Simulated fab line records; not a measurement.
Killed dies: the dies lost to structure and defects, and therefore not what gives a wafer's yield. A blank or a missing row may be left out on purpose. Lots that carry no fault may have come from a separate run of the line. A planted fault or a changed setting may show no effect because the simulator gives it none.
8D (eight disciplines) problem report, filled in by code :: flow sky130 :: the parts of the form that need people (team, actions taken, sign-off) are left out

1. THE ISSUE
Across 3 wafers from 2 lots, CONTACT_CVD_00_THK at SKY_CONTACT_THK_MEAS_01 averages 128.6 nm, while fault-free wafers read 75.2 nm with a standard deviation of 1.1. Relative to the usual mean, that is a shift of +49 standard deviations.
Earliest sighting: wafer L455.2 on film_metro-01 at day 32 15:08. Wafers with a number at this step in the record: 33, from 11 lots. Rule for "out" (also "out of limits"): further than 4 standard deviations from the usual mean. All remaining wafers that have a number are taken as sound.

2. WHAT THIS IS AND IS NOT
question: which readings at this step
is: CONTACT_CVD_00_THK
is not: -

question: which lots
is: L455, L458
is not: L451, L453, L463, L464, L465, L467, L468, L469, L471

question: which wafers of those lots
is: L455.2, L455.6, L458.1
is not: L455.1, L458.2, L458.5

question: read on which gauges
is: film_metro-01, film_metro-04
is not: film_metro-02

question: when
is: from day 32 15:08
is not: up to then (7 sound wafers); but 23 sound wafers of L458, L463, L464, L465, L467, L468, L469, L471 came after

3. WHAT RULES OUT EACH SUSPECT
Counting: a tool at a process step up to the reading stays a suspect if it ran every lot that is out. Sound lots after the first of them don't rule it out here, since some wafers of a struck lot are sound.
- the gauge at SKY_CONTACT_THK_MEAS_01 is ruled out. Those wafers that are out were read across 2 gauges (film_metro-01, film_metro-04).
- pecvd-03 at SKY_CONTACT_CVD_00 (deposits Si3N4, target thk 75 nm): kept. Ran every lot that is out, first one L455 (day 32 15:06); last sound lot up to then L451 (day 31 06:52).
- The sound lot-mates ran in chamber 2 of pecvd-03 at SKY_CONTACT_CVD_00, but the wafers that are out ran in chamber 0.
The count leaves pecvd-03 at SKY_CONTACT_CVD_00.

4. THE CAUSE (what the simulator had put in)
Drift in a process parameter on pecvd-03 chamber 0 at SKY_CONTACT_CVD_00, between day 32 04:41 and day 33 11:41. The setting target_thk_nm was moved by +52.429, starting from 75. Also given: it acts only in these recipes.
The count eliminated every tool but this one.

5. THE CHAIN OF EFFECTS, in route order
One row per reading whose mean, taken over the struck wafers that have a number, lies over 3 standard deviations from the usual. Only readings whose record carries a usual standard deviation are examined. hours: median over the lots of the time between each lot's start at the first step of this table that gives one and its start at this step. sigmas: the change, counted in usual standard deviations.
hours: 0
step: SKY_CONTACT_THK_MEAS_01
reading: CONTACT_CVD_00_THK
usual: 75.2 nm
on struck wafers: 128.6
change: +53.4
sigmas: +49

hours: -
step: SKY_CONTACT_ETCH_18
reading: oes_product_au
usual: 0.856 a.u.
on struck wafers: 0.996
change: +0.140
sigmas: +18

hours: -
step: SKY_CONTACT_ETCH_18
reading: throttle_valve_pct
usual: 8.795 %
on struck wafers: 8.826
change: +0.031
sigmas: +3.6

hours: 355
step: SKY_PAD_OPEN_PROBE_99
reading: killed_at_contacts
usual: 25
on struck wafers: 432
change: +407
sigmas: +81

hours: 355
step: SKY_PAD_OPEN_PROBE_99
reading: killed_dies
usual: 87
on struck wafers: 492
change: +405
sigmas: +44

hours: 355
step: SKY_PAD_OPEN_PROBE_99
reading: killed_on_rim
usual: 17
on struck wafers: 96
change: +79
sigmas: +22
It contains these process steps:
- SKY_CONTACT_ETCH_18: etches Si3N4 in CHF3/O2, stops on TiN, time 39 s, target depth 75 nm.
- SKY_PAD_OPEN_PROBE_99

6. WHAT WOULD HAVE CAUGHT IT SOONER
In this record the first reading out of limits at a measuring or inspecting step was taken at day 32 15:08, 10 hours after the fault began at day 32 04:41.
Tool readings at SKY_CONTACT_CVD_00 with a usual standard deviation given in the record: none out on any struck wafer, hence no alarm at a limit of 4 standard deviations on them.
Lots out: 2; of these, L458 started SKY_CONTACT_CVD_00 on pecvd-03 after day 32 15:08. Putting the tool on hold at that point would have spared it.
